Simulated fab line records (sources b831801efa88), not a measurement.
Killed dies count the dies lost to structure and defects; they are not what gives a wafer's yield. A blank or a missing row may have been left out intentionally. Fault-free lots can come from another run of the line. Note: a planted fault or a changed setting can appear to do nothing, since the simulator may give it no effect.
fab line records + flow sky130 + part 2 of 2: steps 31 to 43 of 43
record
- lots=5
- wafers=15
- lastDay=49
route steps=708 shown FIELD_ISO@13 NWELL@32 DNWELL@35 PWDE@45
lots untouched by any fault: they come from a run of this same line in which no faults occurred
startH: hours from the record's first day to the start of the lot's first wafer shown + waitH: hours from the lot's prior step to this one + " unchanged from the row above + L1.1+2: one row covering several wafers at once + - either no value or no given start + * or withheld: withheld + < > ~ a bound
route shown NAME@n: names a module that has steps shown in the file, with the first one's number in the route + usual: average and standard deviation across the fault-free wafers + same: alike in all rows + chamber/n: place in a boat + sites: per-site readings + _std_site: standard deviation of those values + _edge_site: outer sites' mean less inner sites' + radiusMm: for every site, how far away it sits from the centre of the wafer + mask NAME#n: copy n + behind: the tool/chamber that last shaped the wafer + hold: why the lot was held/for how many hours/how that ended + device: transistor that didn't switch, given as n, p or np + end of line: tests of these same wafers at the route's end + for a step that has no rows: nothing shown but its recipe + killed: the dies lost at the first sort to structure and to defects; this is not the yield of the wafer + map: shows each die of a wafer: x if killed, . if not, _ if none is there
set.NAME: the run value of the setting; set.NAME@STEP: its run value at that earlier step + model.NAME: the simulator's own value behind a step, which no gauge read
certain route steps with their lots: each step a table, each wafer a row
services: the hour from which a tool's chamber was out of use, counted from the record's first day as startH (under 0 if before that day), plus the number of hours and why
## steps
# step SKY_DNWELL_STRIP_08
# recipe
- chemistry=O2/N2
- powerW=1400
- pressureMtorr=1500
- platenTempC=withheld
- o2FlowSccm=3000
- n2FlowSccm=300
- overashFraction=0.5
# usual
- drypumpMotorCurrentA=5.7/0.31
- oesProductAu=0.721/0.0045
- stripTimeToEndpointS=36.89/0.1
| lot.wafer | tool           | chamber | startH | waitH | drypumpMotorCurrentA | oesProductAu | rfHoursCounterH | stripTimeToEndpointS |
|-----------|----------------|---------|--------|-------|----------------------|--------------|-----------------|----------------------|
| L075.2    | plasmaAsher-04 | 1       | 55.29  | 0.1   | 6.0                  | 0.724        | 36              | 36.88                |
| L075.3    | "              | 1       | "      | "     | 6.0                  | 0.721        | -               | 36.82                |
| L075.4    | "              | 0       | "      | "     | 5.9                  | 0.725        | -               | 36.96                |
| L076.1    | plasmaAsher-04 | 1       | 59.75  | 0.1   | 6.0                  | 0.726        | 36              | 36.78                |
| L076.3    | "              | 1       | "      | "     | 6.0                  | 0.725        | -               | 36.85                |
| L076.4    | "              | 0       | "      | "     | 5.9                  | 0.721        | -               | 36.82                |
| L080.2    | plasmaAsher-02 | 0       | 80.99  | 0.1   | 5.3                  | 0.718        | 40              | 36.88                |
| L080.5    | "              | 0       | "      | "     | 5.3                  | 0.734        | -               | 37.03                |
| L080.6    | "              | 1       | "      | "     | 5.4                  | 0.726        | -               | 37.04                |
| L084.1    | plasmaAsher-04 | 0       | 104.01 | 0.1   | 5.9                  | 0.721        | 41              | 37.06                |
| L084.4    | "              | 1       | "      | "     | 6.0                  | 0.722        | -               | 36.96                |
| L084.6    | "              | 1       | "      | "     | 6.0                  | 0.718        | -               | 36.93                |
| L092.2    | plasmaAsher-04 | 0       | 145.65 | 0.1   | 5.9                  | 0.721        | 45              | 36.86                |
| L092.4    | "              | 1       | "      | "     | 6.0                  | 0.723        | -               | 36.94                |
| L092.6    | "              | 1       | "      | "     | 6.0                  | 0.719        | -               | 36.94                |
# step SKY_DNWELL_TW_MEAS_09
# usual
- DNWELL_TW=1116/5.7
| lot.wafer | tool         | chamber | startH | waitH | DNWELL_TW |
|-----------|--------------|---------|--------|-------|-----------|
| L075.2    | filmMetro-03 | -       | 55.40  | 0.1   | 1118      |
| L075.3    | "            | -       | "      | "     | 1116      |
| L075.4    | "            | -       | "      | "     | 1119      |
| L076.1    | filmMetro-03 | -       | 59.85  | 0.1   | 1112      |
| L076.3    | "            | -       | "      | "     | 1114      |
| L076.4    | "            | -       | "      | "     | 1109      |
| L080.2    | filmMetro-01 | -       | 81.10  | 0.1   | 1112      |
| L080.5    | "            | -       | "      | "     | 1112      |
| L080.6    | "            | -       | "      | "     | 1105      |
| L084.1    | filmMetro-02 | -       | 104.11 | 0.1   | 1126      |
| L084.4    | "            | -       | "      | "     | 1123      |
| L084.6    | "            | -       | "      | "     | 1119      |
| L092.2    | filmMetro-02 | -       | 145.76 | 0.1   | 1102      |
| L092.4    | "            | -       | "      | "     | 1105      |
| L092.6    | "            | -       | "      | "     | 1106      |
# step SKY_PWDE_DEHYDRATE_00
# recipe
- tempC=200
- timeS=60
| lot.wafer  | tool          | chamber | startH | waitH |
|------------|---------------|---------|--------|-------|
| L075.2+3+4 | lithoTrack-03 | 0       | 63.08  | 7.7   |
| L076.1+3+4 | lithoTrack-03 | 0       | 66.80  | 6.9   |
| L080.2+5+6 | lithoTrack-03 | 0       | 88.73  | 7.6   |
| L084.1+4+6 | lithoTrack-04 | 0       | 112.07 | 8.0   |
| L092.2+4+6 | lithoTrack-03 | 0       | 154.83 | 9.1   |
# step SKY_PWDE_HMDS_01
# recipe
- primeTimeS=60
- primeTempC=120
| lot.wafer  | tool          | chamber | startH | waitH |
|------------|---------------|---------|--------|-------|
| L075.2+3+4 | lithoTrack-03 | 0       | 63.23  | 0.1   |
| L076.1+3+4 | lithoTrack-03 | 0       | 66.95  | 0.1   |
| L080.2+5+6 | lithoTrack-03 | 0       | 88.88  | 0.1   |
| L084.1+4+6 | lithoTrack-04 | 0       | 112.22 | 0.1   |
| L092.2+4+6 | lithoTrack-03 | 0       | 154.98 | 0.1   |
# step SKY_PWDE_COAT_02
# recipe
- spinRpm=2000
- resistThkNm=3000
| lot.wafer  | tool          | chamber | startH | waitH |
|------------|---------------|---------|--------|-------|
| L075.2+3+4 | lithoTrack-03 | 0       | 63.38  | 0.1   |
| L076.1+3+4 | lithoTrack-03 | 0       | 67.10  | 0.1   |
| L080.2+5+6 | lithoTrack-03 | 0       | 89.03  | 0.1   |
| L084.1+4+6 | lithoTrack-04 | 0       | 112.37 | 0.1   |
| L092.2+4+6 | lithoTrack-03 | 0       | 155.13 | 0.1   |
# step SKY_PWDE_SOFTBAKE_03
# recipe
- tempC=110
- timeS=withheld
| lot.wafer  | tool          | chamber | startH | waitH |
|------------|---------------|---------|--------|-------|
| L075.2+3+4 | lithoTrack-03 | 0       | 63.54  | 0.1   |
| L076.1+3+4 | lithoTrack-03 | 0       | 67.25  | 0.1   |
| L080.2+5+6 | lithoTrack-03 | 0       | 89.19  | 0.1   |
| L084.1+4+6 | lithoTrack-04 | 0       | 112.52 | 0.1   |
| L092.2+4+6 | lithoTrack-03 | 0       | 155.29 | 0.1   |
# step SKY_PWDE_EXPOSE_04
# recipe
- maskId=PWDEM
- na=0.6
- sourceShape=conventional
- sigmaOuter=0.6
- polarization=unpolarized
- targetCdNm=840
- doseMj=214
# usual
- exposureDoseMJCm2=213.97/0.19
| lot.wafer | tool            | chamber | startH | waitH | mask    | exposureDoseMJCm2 |
|-----------|-----------------|---------|--------|-------|---------|-------------------|
| L075.2    | ilineStepper-01 | 0       | -      | -     | PWDEM#0 | 213.53            |
| L075.3    | "               | 0       | "      | "     | PWDEM#0 | 213.68            |
| L075.4    | "               | 0       | "      | "     | PWDEM#0 | 213.70            |
| L076.1    | ilineStepper-02 | 0       | -      | -     | PWDEM#0 | 214.11            |
| L076.3    | "               | 0       | "      | "     | PWDEM#0 | 214.09            |
| L076.4    | "               | 0       | "      | "     | PWDEM#0 | 213.85            |
| L080.2    | ilineStepper-01 | 0       | -      | -     | PWDEM#0 | 214.49            |
| L080.5    | "               | 0       | "      | "     | PWDEM#0 | 214.19            |
| L080.6    | "               | 0       | "      | "     | PWDEM#0 | 213.93            |
| L084.1    | ilineStepper-01 | 0       | -      | -     | PWDEM#0 | 213.73            |
| L084.4    | "               | 0       | "      | "     | PWDEM#0 | 214.12            |
| L084.6    | "               | 0       | "      | "     | PWDEM#0 | 213.96            |
| L092.2    | ilineStepper-02 | 0       | -      | -     | PWDEM#0 | 213.74            |
| L092.4    | "               | 0       | "      | "     | PWDEM#0 | 214.19            |
| L092.6    | "               | 0       | "      | "     | PWDEM#0 | 213.99            |
# step SKY_PWDE_PEB_05
# recipe
- tempC=115
- timeS=withheld
| lot.wafer  | tool          | chamber | startH | waitH |
|------------|---------------|---------|--------|-------|
| L075.2+3+4 | lithoTrack-01 | 0       | -      | -     |
| L076.1+3+4 | lithoTrack-04 | 0       | -      | -     |
| L080.2+5+6 | lithoTrack-03 | 0       | -      | -     |
| L084.1+4+6 | lithoTrack-01 | 0       | -      | -     |
| L092.2+4+6 | lithoTrack-04 | 0       | -      | -     |
# step SKY_PWDE_DEVELOP_06
# recipe
- wallAngleDeg=90
- developer=TMAH
- developTimeS=60
- devTempC=23
# usual
- developerTempC=23.00/0.11
| lot.wafer | tool          | chamber | startH | waitH | developerTempC |
|-----------|---------------|---------|--------|-------|----------------|
| L075.2    | lithoTrack-01 | 0       | -      | -     | 22.83          |
| L075.3    | "             | 0       | "      | "     | 22.93          |
| L075.4    | "             | 0       | "      | "     | 22.92          |
| L076.1    | lithoTrack-04 | 0       | -      | -     | 22.90          |
| L076.3    | "             | 0       | "      | "     | 23.00          |
| L076.4    | "             | 0       | "      | "     | 23.00          |
| L080.2    | lithoTrack-03 | 0       | -      | -     | 23.17          |
| L080.5    | "             | 0       | "      | "     | 22.97          |
| L080.6    | "             | 0       | "      | "     | 23.03          |
| L084.1    | lithoTrack-01 | 0       | -      | -     | 23.26          |
| L084.4    | "             | 0       | "      | "     | 23.15          |
| L084.6    | "             | 0       | "      | "     | 23.17          |
| L092.2    | lithoTrack-04 | 0       | -      | -     | 23.08          |
| L092.4    | "             | 0       | "      | "     | 23.16          |
| L092.6    | "             | 0       | "      | "     | 23.03          |
# step SKY_PWDE_OVL_MEAS_07
# usual
- PWDE_OVL=0.0/1.4
| lot.wafer | tool       | chamber | startH | waitH | PWDE_OVL[nm] |
|-----------|------------|---------|--------|-------|--------------|
| L075.2    | overlay-02 | -       | 70.86  | -     | 0.0          |
| L075.3    | "          | -       | "      | "     | 2.7          |
| L075.4    | "          | -       | "      | "     | 0.1          |
| L076.1    | overlay-01 | -       | 76.02  | -     | 0.8          |
| L076.3    | "          | -       | "      | "     | -1.6         |
| L076.4    | "          | -       | "      | "     | -1.2         |
| L080.2    | overlay-01 | -       | 97.96  | -     | 0.8          |
| L080.5    | "          | -       | "      | "     | 2.3          |
| L080.6    | "          | -       | "      | "     | 1.2          |
| L084.1    | overlay-02 | -       | 120.86 | -     | -0.7         |
| L084.4    | "          | -       | "      | "     | -0.4         |
| L084.6    | "          | -       | "      | "     | 0.0          |
| L092.2    | overlay-01 | -       | 164.53 | -     | -0.6         |
| L092.4    | "          | -       | "      | "     | -1.9         |
| L092.6    | "          | -       | "      | "     | -1.9         |
# step SKY_PWDE_IMPLANT_08
# recipe
- species=B
- energyKev=150
- doseCm2=3.6e+12
- tiltDeg=withheld
| lot.wafer  | tool         | chamber | startH | waitH |
|------------|--------------|---------|--------|-------|
| L075.2+3+4 | implanter-03 | 0       | 70.92  | 0.0   |
| L076.1+3+4 | implanter-04 | 0       | 76.06  | 0.0   |
| L080.2+5+6 | implanter-04 | 0       | 98.01  | 0.0   |
| L084.1+4+6 | implanter-03 | 0       | 120.89 | 0.0   |
| L092.2+4+6 | implanter-03 | 0       | 164.58 | 0.0   |
# step SKY_PWDE_STRIP_09
# recipe
- chemistry=O2/N2
- powerW=1400
- pressureMtorr=1500
- platenTempC=withheld
- o2FlowSccm=3000
- n2FlowSccm=300
- overashFraction=0.5
# usual
- drypumpMotorCurrentA=5.7/0.52
- oesProductAu=0.722/0.0039
- stripTimeToEndpointS=36.86/0.1
| lot.wafer | tool           | chamber | startH | waitH | drypumpMotorCurrentA | oesProductAu | rfHoursCounterH | stripTimeToEndpointS |
|-----------|----------------|---------|--------|-------|----------------------|--------------|-----------------|----------------------|
| L075.2    | plasmaAsher-03 | 1       | 71.04  | 0.1   | 5.7                  | 0.721        | 27              | 36.94                |
| L075.3    | "              | 1       | "      | "     | 5.8                  | 0.721        | -               | 36.97                |
| L075.4    | "              | 0       | "      | "     | 5.4                  | 0.722        | -               | 36.91                |
| L076.1    | plasmaAsher-04 | 1       | 76.21  | 0.1   | 6.0                  | 0.723        | 38              | 36.85                |
| L076.3    | "              | 1       | "      | "     | 6.0                  | 0.719        | -               | 36.83                |
| L076.4    | "              | 0       | "      | "     | 5.9                  | 0.724        | -               | 37.01                |
| L080.2    | plasmaAsher-04 | 0       | 98.14  | 0.1   | 5.9                  | 0.724        | 40              | 36.81                |
| L080.5    | "              | 1       | "      | "     | 6.0                  | 0.724        | -               | 36.90                |
| L080.6    | "              | 0       | "      | "     | 5.9                  | 0.722        | -               | 36.88                |
| L084.1    | plasmaAsher-01 | 0       | 121.04 | 0.1   | 4.8                  | 0.723        | 44              | 36.61                |
| L084.4    | "              | 1       | "      | "     | 6.2                  | 0.730        | -               | 36.68                |
| L084.6    | "              | 0       | "      | "     | 4.8                  | 0.724        | -               | 36.73                |
| L092.2    | plasmaAsher-01 | 0       | 164.71 | 0.1   | 4.8                  | 0.716        | 49              | 36.89                |
| L092.4    | "              | 0       | "      | "     | 4.8                  | 0.721        | -               | 36.82                |
| L092.6    | "              | 1       | "      | "     | 6.2                  | 0.730        | -               | 36.91                |
# step SKY_PWDE_TW_MEAS_10
# usual
- PWDE_TW=374.3/1.8
| lot.wafer | tool         | chamber | startH | waitH | PWDE_TW |
|-----------|--------------|---------|--------|-------|---------|
| L075.2    | filmMetro-03 | -       | 71.15  | 0.1   | 375.5   |
| L075.3    | "            | -       | "      | "     | 373.7   |
| L075.4    | "            | -       | "      | "     | 375.5   |
| L076.1    | filmMetro-01 | -       | 76.31  | 0.1   | 372.5   |
| L076.3    | "            | -       | "      | "     | 373.1   |
| L076.4    | "            | -       | "      | "     | 372.1   |
| L080.2    | filmMetro-03 | -       | 98.25  | 0.1   | 373.2   |
| L080.5    | "            | -       | "      | "     | 372.4   |
| L080.6    | "            | -       | "      | "     | 371.9   |
| L084.1    | filmMetro-01 | -       | 121.14 | 0.1   | 377.5   |
| L084.4    | "            | -       | "      | "     | 375.5   |
| L084.6    | "            | -       | "      | "     | 377.5   |
| L092.2    | filmMetro-03 | -       | 164.82 | 0.1   | 374.2   |
| L092.4    | "            | -       | "      | "     | 375.3   |
| L092.6    | "            | -       | "      | "     | 374.6   |
## services
| tool            | chamber | startH | hours | kind   |
|-----------------|---------|--------|-------|--------|
| furnace-02      | -       | 11.63  | 4.3   | pm     |
| rieDiel-02      | 1       | 31.03  | 2.7   | repair |
| implanter-02    | -       | 36.30  | 5.9   | repair |
| plasmaAsher-01  | -       | 42.20  | 2.8   | pm     |
| rieDiel-01      | 1       | 42.84  | 6.6   | repair |
| rieDiel-01      | 3       | 43.16  | 6.8   | repair |
| rieDiel-02      | 1       | 55.00  | 10.4  | repair |
| cmp-02          | -       | 64.00  | 4.0   | pm     |
| cmp-02          | -       | 69.45  | 9.8   | pm     |
| rieSi-01        | 3       | 75.33  | 2.6   | repair |
| hdpcvd-02       | 0       | 76.70  | 7.6   | repair |
| plasmaAsher-03  | -       | 80.11  | 11.8  | repair |
| implanter-04    | -       | 87.51  | 2.4   | repair |
| implanter-04    | -       | 108.63 | 2.1   | repair |
| implanter-04    | -       | 112.80 | 13.2  | repair |
| hdpcvd-02       | -       | 112.95 | 1.4   | repair |
| plasmaAsher-04  | -       | 116.08 | 2.8   | pm     |
| hdpcvd-02       | -       | 125.66 | 1.7   | repair |
| ilineStepper-01 | -       | 140.63 | 1.7   | pm     |
| rieDiel-02      | 0       | 143.48 | 1.5   | repair |
| plasmaAsher-03  | -       | 147.20 | 1.1   | repair |
| rieSi-01        | 3       | 148.61 | 15.4  | repair |
| implanter-03    | -       | 149.07 | 8.1   | repair |
| ilineStepper-01 | -       | 155.70 | 0.8   | pm     |
